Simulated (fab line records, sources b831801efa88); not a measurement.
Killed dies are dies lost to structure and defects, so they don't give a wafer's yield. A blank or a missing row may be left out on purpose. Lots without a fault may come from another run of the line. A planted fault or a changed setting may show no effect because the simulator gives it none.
fab line records | flow sky130
record lots=5 wafers=15 last_day=49
route steps=708 shown METAL1@444 VIA1@458
lots that met no fault: from a run of the same line without faults
start_h: hours from the record's first day to the start of the lot's first wafer shown | wait_h: hours since the lot's step before | " the same as in the row above | L1.1+2: a row that stands for several wafers | - no value, or no start given | * or withheld: withheld | < > ~ a bound
route shown NAME@n: a module of which the file shows steps, and the number in the route of the first | usual: mean/standard deviation of fault-free wafers | same: alike in all rows | chamber/n: place in a boat | sites: the reading at each site | _std_site: their standard deviation | _edge_site: outer sites' mean less inner sites' | radius_mm: how far each site lies from the wafer's centre | mask NAME#n: copy n | behind: the tool/chamber that last shaped the wafer | hold: why the lot was held/for how many hours/how that ended | device: the transistor (n, p or np) that didn't switch | end of line: the same wafers' tests at the end of the route | a step without rows: its recipe alone | killed: dies lost to structure and defects at the first sort, not the wafer's yield | map: a wafer's dies, x killed, . not, _ none there
set.NAME: the setting as run; set.NAME@STEP: as run at that earlier step | model.NAME: the simulator's own value behind a step, which no gauge read
lots at some steps of the route; a table a step, a row a wafer
services: from which hour (start_h, from the record's first day; less than 0 if before it) a tool's chamber was out of use, for how many hours, and why
## steps
# step SKY_METAL1_COAT_10
# recipe resist=KrF-thick spin_rpm=3000 resist_thk_nm=450
# usual chill_plate_temp_C=23.02/0.093
# columns lot.wafer tool chamber start_h wait_h chill_plate_temp_C
L074.1 litho_track-01 0 - - 23.03
L074.3 " 0 " " 23.03
L074.5 " 0 " " 23.06
L075.3 litho_track-02 0 - - 22.98
L075.4 " 0 " " 22.84
L075.6 " 0 " " 22.88
L080.1 litho_track-01 0 - - 23.00
L080.2 " 0 " " 23.11
L080.6 " 0 " " 23.06
L087.2 litho_track-01 0 - - 23.03
L087.5 " 0 " " 23.04
L087.6 " 0 " " 23.00
L094.1 litho_track-02 0 - - 23.03
L094.3 " 0 " " 22.93
L094.5 " 0 " " 22.91
# step SKY_METAL1_SOFTBAKE_11
# recipe temp_c=100 time_s=90 resist=KrF-thick
# usual chill_plate_temp_C=23.00/0.13 heater_power_total_W=57.38/0.12
# columns lot.wafer tool chamber start_h wait_h chill_plate_temp_C heater_power_total_W
L074.1 litho_track-01 0 - - 22.93 57.52
L074.3 " 0 " " 22.96 57.20
L074.5 " 0 " " 23.04 57.31
L075.3 litho_track-02 0 - - 23.08 57.25
L075.4 " 0 " " 23.03 57.60
L075.6 " 0 " " 23.21 57.58
L080.1 litho_track-01 0 - - 23.06 57.53
L080.2 " 0 " " 23.19 57.12
L080.6 " 0 " " 23.01 57.52
L087.2 litho_track-01 0 - - 23.08 57.25
L087.5 " 0 " " 23.18 57.38
L087.6 " 0 " " 23.01 57.34
L094.1 litho_track-02 0 - - 22.91 57.39
L094.3 " 0 " " 23.08 57.23
L094.5 " 0 " " 23.00 57.22
# step SKY_METAL1_EXPOSE_12
# recipe mask_id=MM1 na=0.8 source_shape=annular sigma_inner=0.55 sigma_outer=0.85 target_cd_nm=140 dose_mj=28
# usual focus_offset_nm=0.0/0.57
# columns lot.wafer tool chamber start_h wait_h mask focus_offset_nm
L074.1 krf_scanner-02 0 - - MM1#0 -0.2
L074.3 " 0 " " MM1#0 0.0
L074.5 " 0 " " MM1#0 0.4
L075.3 krf_scanner-02 0 - - MM1#0 0.0
L075.4 " 0 " " MM1#0 -0.6
L075.6 " 0 " " MM1#0 -0.7
L080.1 krf_scanner-02 0 - - MM1#0 -0.5
L080.2 " 0 " " MM1#0 -0.4
L080.6 " 0 " " MM1#0 0.7
L087.2 krf_scanner-02 0 - - MM1#0 -0.6
L087.5 " 0 " " MM1#0 -0.7
L087.6 " 0 " " MM1#0 0.1
L094.1 krf_scanner-01 0 - - MM1#0 0.6
L094.3 " 0 " " MM1#0 0.2
L094.5 " 0 " " MM1#0 -0.3
# step SKY_METAL1_PEB_13
# recipe peb_temp_c=withheld peb_time_s=withheld resist=KrF-thick
# usual chill_plate_temp_C=*
# columns lot.wafer tool chamber start_h wait_h chill_plate_temp_C
L074.1 litho_track-01 0 - - *
L074.3 " 0 " " *
L074.5 " 0 " " *
L075.3 litho_track-04 0 - - *
L075.4 " 0 " " *
L075.6 " 0 " " *
L080.1 litho_track-02 0 - - *
L080.2 " 0 " " *
L080.6 " 0 " " *
L087.2 litho_track-02 0 - - *
L087.5 " 0 " " *
L087.6 " 0 " " *
L094.1 litho_track-01 0 - - *
L094.3 " 0 " " *
L094.5 " 0 " " *
# step SKY_METAL1_DEVELOP_14
# recipe develop_time_s=60 resist=KrF-thick dev_temp_c=21
# usual chill_plate_temp_C=23.00/0.091 developer_temp_C=21.03/0.094
# columns lot.wafer tool chamber start_h wait_h chill_plate_temp_C developer_temp_C
L074.1 litho_track-01 0 - - 22.98 20.90
L074.3 " 0 " " 23.12 20.90
L074.5 " 0 " " 23.04 21.03
L075.3 litho_track-04 0 - - 22.90 21.02
L075.4 " 0 " " 23.07 21.16
L075.6 " 0 " " 23.10 20.82
L080.1 litho_track-02 0 - - 23.02 20.82
L080.2 " 0 " " 23.00 21.01
L080.6 " 0 " " 22.96 21.07
L087.2 litho_track-02 0 - - 22.93 20.97
L087.5 " 0 " " 22.83 21.00
L087.6 " 0 " " 23.06 20.92
L094.1 litho_track-01 0 - - 22.96 21.17
L094.3 " 0 " " 22.93 21.09
L094.5 " 0 " " 22.99 21.21
# step SKY_METAL1_CD_MEAS_15
# recipe target_cd_nm=140
# usual cd_nm=139.7/1.5
# columns lot.wafer tool chamber start_h wait_h cd_nm
L074.1 cd_sem-01 - 760.86 - 139.1
L074.3 " - " " 139.4
L074.5 " - " " 139.2
L075.3 cd_sem-01 - 770.85 - 139.5
L075.4 " - " " 140.5
L075.6 " - " " 140.6
L080.1 cd_sem-02 - 819.19 - 139.5
L080.2 " - " " 139.0
L080.6 " - " " 138.6
L087.2 cd_sem-01 - 872.66 - 141.1
L087.5 " - " " 141.3
L087.6 " - " " 139.4
L094.1 cd_sem-01 - 912.51 - 139.9
L094.3 " - " " 139.0
L094.5 " - " " 139.0
# step SKY_METAL1_OVL_MEAS_16
# usual METAL1_OVL=3/4.8
# columns lot.wafer tool chamber start_h wait_h METAL1_OVL[nm]
L074.1 overlay-02 - 760.98 0.1 2
L074.3 " - " " 5
L074.5 " - " " -2
L075.3 overlay-01 - 770.94 0.1 0
L075.4 " - " " -1
L075.6 " - " " 1
L080.1 overlay-01 - 819.31 0.1 1
L080.2 " - " " -4
L080.6 " - " " 7
L087.2 overlay-01 - 872.76 0.1 5
L087.5 " - " " 3
L087.6 " - " " 7
L094.1 overlay-01 - 912.63 0.1 2
L094.3 " - " " 7
L094.5 " - " " 2
# step SKY_METAL1_DESCUM_17
# recipe chemistry=O2 source_power_w=150 bias_power_w=0 pressure_mtorr=10 temp_c=40 time_s=8
# usual drypump_motor_current_A=5.9/0.43 oes_product_au=0.998/0.011 rf_fwd_power_W=147.1/0.67
# columns lot.wafer tool chamber start_h wait_h drypump_motor_current_A oes_product_au rf_fwd_power_W rf_hours_counter_h
L074.1 rie_metal-04 0 761.01 0.0 5.7 0.992 147.5 6
L074.3 " 0 " " 5.8 0.991 147.1 -
L074.5 " 0 " " 5.7 0.994 147.5 -
L075.3 rie_metal-01 1 770.97 0.0 6.4 0.971 147.5 -
L075.4 " 0 " " 6.2 0.992 145.5 -
L075.6 " 1 " " 6.4 0.983 148.0 -
L080.1 rie_metal-02 1 819.34 0.0 5.7 1.014 147.5 15
L080.2 " 0 " " 6.1 1.007 146.6 6
L080.6 " 0 " " 6.1 1.005 146.4 -
L087.2 rie_metal-04 1 872.79 0.0 5.1 1.006 147.1 4
L087.5 " 0 " " 5.7 0.993 147.8 -
L087.6 " 1 " " 5.1 1.008 147.2 -
L094.1 rie_metal-01 1 912.67 0.0 6.4 0.996 147.4 12
L094.3 " 0 " " 6.3 0.993 146.2 -
L094.5 " 0 " " 6.2 0.988 145.8 -
# step SKY_METAL1_ETCH_18
# recipe chemistry=N2/H2 target=BARC ion_energy_ev=200 bias_w=100 pressure_mtorr=30 n2_flow_sccm=100 h2_flow_sccm=200 icp_w=500 stop_on=SiO2 time_s=45.9 target_depth_a=600
# usual drypump_motor_current_A=5.9/0.43 h2_flow_sccm=200.0/0.58 oes_product_au=0.854/0.0046 rf_fwd_power_W=495.2/2.1 throttle_valve_pct=13.224/0.0085
# columns lot.wafer tool chamber start_h wait_h drypump_motor_current_A h2_flow_sccm oes_product_au rf_fwd_power_W rf_hours_counter_h throttle_valve_pct
L074.1 rie_metal-04 0 761.08 0.1 5.7 199.9 0.853 494.1 6 13.239
L074.3 " 0 " " 5.8 199.7 0.849 496.0 - 13.230
L074.5 " 0 " " 5.8 200.1 0.856 495.8 - 13.233
L075.3 rie_metal-01 1 771.01 0.0 6.4 200.8 0.850 499.3 - 13.216
L075.4 " 0 " " 6.3 199.7 0.854 491.0 - 13.226
L075.6 " 1 " " 6.4 201.4 0.857 497.1 - 13.232
L080.1 rie_metal-02 1 819.37 0.0 5.8 200.5 0.849 493.8 15 13.215
L080.2 " 0 " " 6.1 199.4 0.850 492.4 6 13.216
L080.6 " 0 " " 6.1 199.7 0.848 492.5 - 13.224
L087.2 rie_metal-04 1 872.82 0.0 5.1 200.1 0.852 495.0 4 13.225
L087.5 " 0 " " 5.7 200.8 0.850 495.7 - 13.230
L087.6 " 1 " " 5.1 199.3 0.852 493.7 - 13.214
L094.1 rie_metal-01 1 912.70 0.0 6.4 200.5 0.857 496.3 12 13.224
L094.3 " 0 " " 6.2 200.9 0.848 492.3 - 13.217
L094.5 " 0 " " 6.2 201.4 0.857 494.0 - 13.236
# step SKY_METAL1_METAL_ETCH_19
# recipe target_depth_a=3600 stop_on=SiO2 over_etch_frac=0.3 time_s=78 chemistry=Cl2/BCl3 resist_sidewall_deg=88 pressure_mtorr=10 icp_w=900 bias_w=48.5 Cl2_flow_sccm=60 bcl3_flow_sccm=30
# usual drypump_motor_current_A=5.9/0.43 oes_product_au=0.855/0.0057 rf_fwd_power_W=894/3.5 throttle_valve_pct=22.264/0.009
# columns lot.wafer tool chamber start_h wait_h drypump_motor_current_A oes_product_au rf_fwd_power_W rf_hours_counter_h throttle_valve_pct
L074.1 rie_metal-04 0 761.20 0.1 5.8 0.850 897 6 22.250
L074.3 " 0 " " 5.7 0.859 899 - 22.256
L074.5 " 0 " " 5.7 0.856 894 - 22.258
L075.3 rie_metal-01 1 771.09 0.1 6.4 0.858 899 - 22.265
L075.4 " 0 " " 6.2 0.857 892 - 22.271
L075.6 " 1 " " 6.4 0.861 898 - 22.268
L080.1 rie_metal-02 1 819.44 0.0 5.7 0.849 897 15 22.271
L080.2 " 0 " " 6.1 0.856 897 6 22.257
L080.6 " 0 " " 6.0 0.851 897 - 22.258
L087.2 rie_metal-04 1 872.89 0.0 5.1 0.866 896 4 22.293
L087.5 " 0 " " 5.7 0.858 893 - 22.271
L087.6 " 1 " " 5.1 0.863 897 - 22.278
L094.1 rie_metal-01 1 912.76 0.0 6.4 0.857 900 12 22.267
L094.3 " 0 " " 6.2 0.852 890 - 22.252
L094.5 " 0 " " 6.3 0.859 890 - 22.291
# step SKY_METAL1_STRIP_20
# recipe chemistry=O2/N2 power_w=1400 pressure_mtorr=1500 platen_temp_c=withheld o2_flow_sccm=3000 n2_flow_sccm=300 overash_fraction=0.5
# usual drypump_motor_current_A=5.8/0.43 oes_product_au=0.343/0.0051 strip_time_to_endpoint_s=2.70/0.055
# columns lot.wafer tool chamber start_h wait_h drypump_motor_current_A oes_product_au rf_hours_counter_h strip_time_to_endpoint_s
L074.1 plasma_asher-01 0 761.38 0.1 6.1 0.337 68 2.80
L074.3 " 1 " " 5.1 0.352 - 2.78
L074.5 " 1 " " 5.1 0.346 - 2.79
L075.3 plasma_asher-02 1 771.18 0.1 6.3 0.348 - 2.77
L075.4 " 0 " " 5.6 0.342 - 2.75
L075.6 " 0 " " 5.6 0.349 - 2.75
L080.1 plasma_asher-02 1 819.53 0.1 6.2 0.350 98 2.64
L080.2 " 0 " " 5.5 0.340 98 2.66
L080.6 " 1 " " 6.2 0.346 - 2.65
L087.2 plasma_asher-01 1 872.98 0.1 5.1 0.350 79 2.64
L087.5 " 0 " " 6.1 0.339 - 2.75
L087.6 " 1 " " 5.1 0.340 - 2.63
L094.1 plasma_asher-02 0 912.85 0.1 5.5 0.339 106 2.73
L094.3 " 1 " " 6.2 0.343 - 2.71
L094.5 " 0 " " 5.5 0.342 - 2.72
# step SKY_METAL1_STRIP_21
# recipe chemistry=post_etch_residue_remover time_s=1200 temp_c=72.5
# usual bath_heat_duty_pct=14.1/1.3
# columns lot.wafer tool chamber start_h wait_h bath_heat_duty_pct
L074.1 wet_bench-01 0 761.48 0.1 12.4
L074.3 " 0 " " 11.8
L074.5 " 0 " " 13.5
L075.3 wet_bench-02 0 771.25 0.0 13.4
L075.4 " 0 " " 12.2
L075.6 " 0 " " 13.6
L080.1 wet_bench-01 2 819.63 0.1 13.4
L080.2 " 2 " " 14.4
L080.6 " 2 " " 14.4
L087.2 wet_bench-03 1 873.08 0.1 13.4
L087.5 " 1 " " 12.9
L087.6 " 1 " " 13.6
L094.1 wet_bench-01 0 912.95 0.1 13.1
L094.3 " 0 " " 11.9
L094.5 " 0 " " 12.4
# step SKY_METAL1_CLEAN_22
# recipe chemistry=IPA time_s=180 temp_c=25
# usual bath_heat_duty_pct=6.0/0.64
# columns lot.wafer tool chamber start_h wait_h bath_heat_duty_pct
L074.1 wet_bench-03 2 761.86 0.0 6.2
L074.3 " 2 " " 5.3
L074.5 " 2 " " 6.1
L075.3 wet_bench-01 0 771.59 0.0 5.8
L075.4 " 0 " " 5.8
L075.6 " 0 " " 5.7
L080.1 wet_bench-02 2 819.97 0.0 6.0
L080.2 " 2 " " 6.8
L080.6 " 2 " " 5.3
L087.2 wet_bench-01 0 873.42 0.0 5.5
L087.5 " 0 " " 5.5
L087.6 " 0 " " 5.4
L094.1 wet_bench-03 3 913.29 0.0 5.8
L094.3 " 3 " " 5.1
L094.5 " 3 " " 5.5
# step SKY_METAL1_CLEAN_23
# recipe chemistry=O3/DIW dry=n2_spin
# columns lot.wafer tool chamber start_h wait_h
L074.1+3+5 wet_bench-02 3 761.92 0.0
L075.3+4+6 wet_bench-02 3 771.65 0.0
L080.1+2+6 wet_bench-01 3 820.03 0.0
L087.2+5+6 wet_bench-01 0 873.48 0.0
L094.1+3+5 wet_bench-01 1 913.35 0.0
# step SKY_VIA1_HDPCVD_00
# recipe material=SiO2 target_thk_nm=1030 sigma_open_frac=0.3 time_s=171.7 temp_c=400 sih4_flow_sccm=60 pressure_mtorr=6
# columns lot.wafer tool chamber start_h wait_h
L074.1+3+5 hdpcvd-01 2,1,2 762.02 0.0
L075.3+4+6 hdpcvd-01 0,0,2 771.74 0.0
L080.1+2+6 hdpcvd-01 0,1,1 820.12 0.0
L087.2+5+6 hdpcvd-02 0,2,0 873.57 0.0
L094.1+3+5 hdpcvd-02 2,0,0 913.44 0.0
# step SKY_VIA1_THK_MEAS_01
# recipe reads=SiO2_of_VIA1_HDPCVD_00
# usual VIA1_HDPCVD_THK=1024/11
# columns lot.wafer tool chamber start_h wait_h VIA1_HDPCVD_THK[nm]
L074.1 film_metro-02 - 762.13 0.1 1038
L074.3 " - " " 1023
L074.5 " - " " 1028
L075.3 film_metro-02 - 771.87 0.1 1036
L075.4 " - " " 1032
L075.6 " - " " 1010
L080.1 film_metro-04 - 820.29 0.1 1023
L080.2 " - " " 1033
L080.6 " - " " 1034
L087.2 film_metro-01 - 873.69 0.1 1022
L087.5 " - " " 1016
L087.6 " - " " 1029
L094.1 film_metro-01 - 913.55 0.1 1038
L094.3 " - " " 1036
L094.5 " - " " 1037
# step SKY_VIA1_CMP_02
# recipe material=SiO2 down_force_psi=4 platen_rpm=60 pad_velocity_m_s=0.94248
# usual edge_zone_pressure_frac=1.000/0.005 motor_current_A=12.0/1
# columns lot.wafer tool chamber start_h wait_h edge_zone_pressure_frac motor_current_A
L074.1 cmp-01 3 762.24 0.1 1.005 11.1
L074.3 " 1 " " 1.002 13.1
L074.5 " 3 " " 1.009 11.7
L075.4 cmp-01 3 771.96 0.1 1.003 11.2
L075.3 " 0 " " 0.998 11.4
L075.6 " 2 " " 1.001 11.9
L080.1 cmp-02 0 820.35 0.1 0.998 12.8
L080.2 " 2 " " 0.997 10.7
L080.6 " 1 " " 1.002 10.3
L087.2 cmp-01 0 873.84 0.1 1.003 11.8
L087.6 " 2 " " 0.996 12.4
L087.5 " 3 " " 1.004 12.0
L094.3 cmp-01 1 913.84 0.3 1.009 11.8
L094.1 " 0 " " 1.000 11.9
L094.5 " 2 " " 1.004 12.4
# step SKY_VIA1_BOW_MEAS_03
# recipe mode=bow
# usual VIA1_BOW=79/7
# columns lot.wafer tool chamber start_h wait_h VIA1_BOW[um]
L074.1 film_metro-04 - 762.49 0.2 84
L074.3 " - " " 73
L074.5 " - " " 79
L075.3 film_metro-04 - 772.25 0.2 73
L075.4 " - " " 77
L075.6 " - " " 80
L080.1 film_metro-02 - 820.65 0.2 81
L080.2 " - " " 74
L080.6 " - " " 82
L087.2 film_metro-01 - 874.06 0.2 86
L087.5 " - " " 92
L087.6 " - " " 86
L094.1 film_metro-01 - 914.14 0.1 86
L094.3 " - " " 79
L094.5 " - " " 78
# step SKY_VIA1_DEHYDRATE_04
# recipe temp_c=200 time_s=60
# usual chill_plate_temp_C=23.01/0.1 heater_power_total_W=160.36/0.12
# columns lot.wafer tool chamber start_h wait_h chill_plate_temp_C heater_power_total_W
L074.1 litho_track-03 0 775.47 13.0 22.88 160.12
L074.3 " 0 " " 22.97 160.26
L074.5 " 0 " " 23.02 160.58
L075.3 litho_track-02 0 785.79 13.5 22.94 160.28
L075.4 " 0 " " 22.94 160.37
L075.6 " 0 " " 22.81 160.47
L080.1 litho_track-03 0 833.12 12.5 23.05 160.24
L080.2 " 0 " " 23.01 160.38
L080.6 " 0 " " 22.99 160.33
L087.2 litho_track-01 0 885.44 11.4 23.02 160.13
L087.5 " 0 " " 22.90 160.38
L087.6 " 0 " " 22.92 160.32
L094.1 litho_track-02 0 926.64 12.5 22.94 160.39
L094.3 " 0 " " 22.98 160.47
L094.5 " 0 " " 22.97 160.23
# step SKY_VIA1_HMDS_05
# recipe prime_time_s=60 prime_temp_c=120
# usual chill_plate_temp_C=22.98/0.1 prime_temp_c=119.98/0.13
# columns lot.wafer tool chamber start_h wait_h chill_plate_temp_C prime_temp_c
L074.1 litho_track-03 0 775.62 0.1 22.73 119.91
L074.3 " 0 " " 22.74 120.15
L074.5 " 0 " " 22.80 120.09
L075.3 litho_track-02 0 785.94 0.1 23.01 120.09
L075.4 " 0 " " 22.93 120.07
L075.6 " 0 " " 23.00 120.04
L080.1 litho_track-03 0 833.27 0.1 23.03 120.07
L080.2 " 0 " " 23.05 120.01
L080.6 " 0 " " 23.04 119.88
L087.2 litho_track-01 0 885.59 0.1 23.00 119.94
L087.5 " 0 " " 23.00 119.87
L087.6 " 0 " " 22.93 119.81
L094.1 litho_track-02 0 926.79 0.1 22.98 119.78
L094.3 " 0 " " 23.03 119.95
L094.5 " 0 " " 22.94 119.98
# step SKY_VIA1_COAT_06
# recipe resist=BARC temp_c=withheld time_s=withheld spin_rpm=3000 resist_thk_nm=60
# usual chill_plate_temp_C=*
# columns lot.wafer tool chamber start_h wait_h chill_plate_temp_C
L074.1 litho_track-03 0 775.77 0.1 *
L074.3 " 0 " " *
L074.5 " 0 " " *
L075.3 litho_track-02 0 786.09 0.1 *
L075.4 " 0 " " *
L075.6 " 0 " " *
L080.1 litho_track-03 0 833.42 0.1 *
L080.2 " 0 " " *
L080.6 " 0 " " *
L087.2 litho_track-01 0 885.74 0.1 *
L087.5 " 0 " " *
L087.6 " 0 " " *
L094.1 litho_track-02 0 926.94 0.1 *
L094.3 " 0 " " *
L094.5 " 0 " " *
# step SKY_VIA1_COAT_07
# recipe resist=KrF-thick spin_rpm=3000 resist_thk_nm=450
# usual chill_plate_temp_C=23.01/0.11
# columns lot.wafer tool chamber start_h wait_h chill_plate_temp_C
L074.1 litho_track-03 0 - - 23.07
L074.3 " 0 " " 22.97
L074.5 " 0 " " 23.05
L075.3 litho_track-02 0 - - 23.07
L075.4 " 0 " " 22.95
L075.6 " 0 " " 22.98
L080.1 litho_track-03 0 - - 22.84
L080.2 " 0 " " 22.91
L080.6 " 0 " " 22.90
L087.2 litho_track-01 0 - - 23.02
L087.5 " 0 " " 22.93
L087.6 " 0 " " 22.94
L094.1 litho_track-02 0 - - 23.04
L094.3 " 0 " " 23.09
L094.5 " 0 " " 23.14
# step SKY_VIA1_SOFTBAKE_08
# recipe temp_c=100 time_s=90 resist=KrF-thick
# usual chill_plate_temp_C=22.99/0.092 heater_power_total_W=57.35/0.12
# columns lot.wafer tool chamber start_h wait_h chill_plate_temp_C heater_power_total_W
L074.1 litho_track-03 0 - - 22.93 57.45
L074.3 " 0 " " 23.16 57.44
L074.5 " 0 " " 23.02 57.24
L075.3 litho_track-02 0 - - 23.02 57.53
L075.4 " 0 " " 23.05 57.22
L075.6 " 0 " " 23.19 57.43
L080.1 litho_track-03 0 - - 22.85 57.21
L080.2 " 0 " " 23.00 57.25
L080.6 " 0 " " 22.98 57.11
L087.2 litho_track-01 0 - - 23.07 57.54
L087.5 " 0 " " 22.87 57.51
L087.6 " 0 " " 22.90 57.22
L094.1 litho_track-02 0 - - 22.91 57.45
L094.3 " 0 " " 23.11 57.31
L094.5 " 0 " " 23.00 57.26
# step SKY_VIA1_EXPOSE_09
# recipe mask_id=VIM na=0.8 source_shape=annular sigma_inner=0.55 sigma_outer=0.85 target_cd_nm=150 dose_mj=38
# usual focus_offset_nm=0.1/0.51
# columns lot.wafer tool chamber start_h wait_h mask focus_offset_nm
L074.1 krf_scanner-02 0 - - VIM#0 0.1
L074.3 " 0 " " VIM#0 0.1
L074.5 " 0 " " VIM#0 0.3
L075.3 krf_scanner-02 0 - - VIM#0 -0.1
L075.4 " 0 " " VIM#0 -0.2
L075.6 " 0 " " VIM#0 0.7
L080.1 krf_scanner-01 0 - - VIM#0 0.4
L080.2 " 0 " " VIM#0 0.4
L080.6 " 0 " " VIM#0 0.4
L087.2 krf_scanner-01 0 - - VIM#0 0.1
L087.5 " 0 " " VIM#0 0.1
L087.6 " 0 " " VIM#0 -0.3
L094.1 krf_scanner-02 0 - - VIM#0 -0.5
L094.3 " 0 " " VIM#0 -0.4
L094.5 " 0 " " VIM#0 0.4
# step SKY_VIA1_PEB_10
# recipe peb_temp_c=withheld peb_time_s=withheld resist=KrF-thick
# usual chill_plate_temp_C=*
# columns lot.wafer tool chamber start_h wait_h chill_plate_temp_C
L074.1 litho_track-02 0 - - *
L074.3 " 0 " " *
L074.5 " 0 " " *
L075.3 litho_track-03 0 - - *
L075.4 " 0 " " *
L075.6 " 0 " " *
L080.1 litho_track-03 0 - - *
L080.2 " 0 " " *
L080.6 " 0 " " *
L087.2 litho_track-01 0 - - *
L087.5 " 0 " " *
L087.6 " 0 " " *
L094.1 litho_track-02 0 - - *
L094.3 " 0 " " *
L094.5 " 0 " " *
# step SKY_VIA1_DEVELOP_11
# recipe develop_time_s=60 resist=KrF-thick dev_temp_c=21
# usual chill_plate_temp_C=22.99/0.083 developer_temp_C=21.00/0.11
# columns lot.wafer tool chamber start_h wait_h chill_plate_temp_C developer_temp_C
L074.1 litho_track-02 0 - - 23.06 21.01
L074.3 " 0 " " 22.97 20.98
L074.5 " 0 " " 22.99 21.09
L075.3 litho_track-03 0 - - 23.06 20.83
L075.4 " 0 " " 22.93 20.86
L075.6 " 0 " " 22.84 20.84
L080.1 litho_track-03 0 - - 23.00 20.98
L080.2 " 0 " " 23.10 21.11
L080.6 " 0 " " 23.26 20.97
L087.2 litho_track-01 0 - - 22.98 21.09
L087.5 " 0 " " 23.08 21.01
L087.6 " 0 " " 22.85 21.02
L094.1 litho_track-02 0 - - 22.89 20.88
L094.3 " 0 " " 22.94 21.10
L094.5 " 0 " " 23.00 21.07
# step SKY_VIA1_CD_MEAS_12
# recipe target_cd_nm=150
# usual cd_nm=150.0/1.8
# columns lot.wafer tool chamber start_h wait_h cd_nm
L074.1 cd_sem-01 - 789.64 - 152.8
L074.3 " - " " 150.8
L074.5 " - " " 150.9
L075.3 cd_sem-02 - 799.41 - 152.1
L075.4 " - " " 151.9
L075.6 " - " " 151.0
L080.1 cd_sem-01 - 846.42 - 150.7
L080.2 " - " " 150.6
L080.6 " - " " 150.2
L087.2 cd_sem-01 - 899.13 - 148.1
L087.5 " - " " 149.9
L087.6 " - " " 149.4
L094.1 cd_sem-01 - 938.94 - 148.0
L094.3 " - " " 147.1
L094.5 " - " " 147.2
# step SKY_VIA1_OVL_MEAS_13
# usual VIA1_OVL=-3/5.7
# columns lot.wafer tool chamber start_h wait_h VIA1_OVL[nm]
L074.1 overlay-01 - 789.76 0.1 0
L074.3 " - " " 3
L074.5 " - " " -4
L075.3 overlay-01 - 799.50 0.1 -4
L075.4 " - " " 2
L075.6 " - " " 1
L080.1 overlay-01 - 846.54 0.1 8
L080.2 " - " " 3
L080.6 " - " " -2
L087.2 overlay-02 - 899.24 0.1 3
L087.5 " - " " -3
L087.6 " - " " 4
L094.1 overlay-01 - 939.06 0.1 -5
L094.3 " - " " -8
L094.5 " - " " -10
# step SKY_VIA1_ETCH_14
# recipe chemistry=N2/H2 target=BARC ion_energy_ev=200 source_w=500 bias_w=100 pressure_mtorr=30 n2_flow_sccm=100 h2_flow_sccm=200 stop_on=SiO2 time_s=45.9 target_depth_a=600
# usual drypump_motor_current_A=5.8/0.35 h2_flow_sccm=200.0/0.6 oes_product_au=0.855/0.0052 rf_fwd_power_W=495.2/2.1 throttle_valve_pct=13.224/0.0091
# columns lot.wafer tool chamber start_h wait_h drypump_motor_current_A h2_flow_sccm oes_product_au rf_fwd_power_W rf_hours_counter_h throttle_valve_pct
L074.1 rie_diel-01 0 789.79 0.0 6.1 199.6 0.852 489.6 23 13.223
L074.3 " 2 " " 5.7 200.6 0.857 497.6 18 13.233
L074.5 " 2 " " 5.7 198.9 0.852 495.1 - 13.220
L075.3 rie_diel-02 0 799.52 0.0 6.3 200.9 0.860 497.3 10 13.219
L075.4 " 2 " " 6.0 200.1 0.843 491.0 9 13.230
L075.6 " 3 " " 5.9 200.0 0.865 494.6 - 13.225
L080.1 rie_diel-04 0 846.57 0.0 5.7 200.3 0.855 494.4 8 13.218
L080.2 " 3 " " 5.9 199.5 0.856 495.3 13 13.227
L080.6 " 3 " " 6.0 199.8 0.861 494.8 - 13.224
L087.2 rie_diel-01 0 899.27 0.0 6.1 200.5 0.852 491.5 27 13.207
L087.5 " 1 " " 5.4 199.3 0.851 493.4 - 13.226
L087.6 " 0 " " 6.2 200.5 0.858 492.9 - 13.226
L094.1 rie_diel-02 1 939.09 0.0 4.8 199.9 0.862 494.5 7 13.206
L094.3 " 2 " " 6.0 199.9 0.856 492.8 13 13.219
L094.5 " 1 " " 4.8 200.3 0.853 497.4 - 13.245
# step SKY_VIA1_ETCH_15
# recipe target=SiO2 chemistry=C4F8/O2/Ar target_depth_nm=351 stop_on=TiN mask_material=KrF-thick source_w=1500 bias_w=1200 pressure_mtorr=40 c4f8_flow_sccm=withheld O2_flow_sccm=6 Ar_flow_sccm=300 time_s=54
# usual oes_product_au=0.981/0.0065 rf_fwd_power_W=1487/6.1
# columns lot.wafer tool chamber start_h wait_h oes_product_au rf_fwd_power_W rf_hours_counter_h
L074.1 rie_diel-01 0 789.83 0.0 0.991 1471 23
L074.3 " 2 " " 0.989 1485 18
L074.5 " 2 " " 0.979 1491 -
L075.3 rie_diel-02 0 799.57 0.0 0.980 1502 10
L075.4 " 2 " " 0.976 1481 9
L075.6 " 3 " " 0.970 1490 -
L080.1 rie_diel-04 0 846.62 0.0 0.974 1489 8
L080.2 " 3 " " 0.986 1494 13
L080.6 " 3 " " 0.984 1490 -
L087.2 rie_diel-01 0 899.31 0.0 0.981 1472 27
L087.5 " 1 " " 0.964 1478 -
L087.6 " 0 " " 0.970 1476 -
L094.1 rie_diel-02 1 939.13 0.0 0.976 1493 7
L094.3 " 2 " " 0.981 1484 13
L094.5 " 1 " " 0.977 1484 -
## services
# columns tool chamber start_h hours kind
wet_bench-01 - 732.79 4.4 pm
krf_scanner-02 - 732.98 1.3 pm
cmp-01 - 744.00 4.0 pm
rie_metal-02 - 773.84 28.1 pm
rie_diel-01 1 774.52 15.0 repair
krf_scanner-02 - 776.80 1.0 pm
cmp-01 - 787.75 11.1 pm
rie_metal-04 1 788.64 4.6 repair
rie_metal-01 0 792.72 1.0 repair
krf_scanner-01 - 805.53 1.0 pm
rie_diel-02 1 809.36 8.5 repair
wet_bench-01 - 813.88 3.8 repair
hdpcvd-01 2 816.12 8.1 repair
rie_metal-01 1 818.78 4.2 repair
rie_diel-02 2 826.58 3.4 repair
krf_scanner-01 - 828.57 1.3 pm
rie_diel-02 - 835.49 14.6 pm
wet_bench-02 - 850.94 174.8 repair
krf_scanner-02 - 863.98 4.0 pm
cmp-01 - 869.91 0.9 repair
krf_scanner-02 - 888.98 0.8 pm
krf_scanner-02 - 908.88 1.3 pm
rie_diel-01 0 911.41 9.7 repair
krf_scanner-02 - 931.12 2.7 repair
## key
fault none
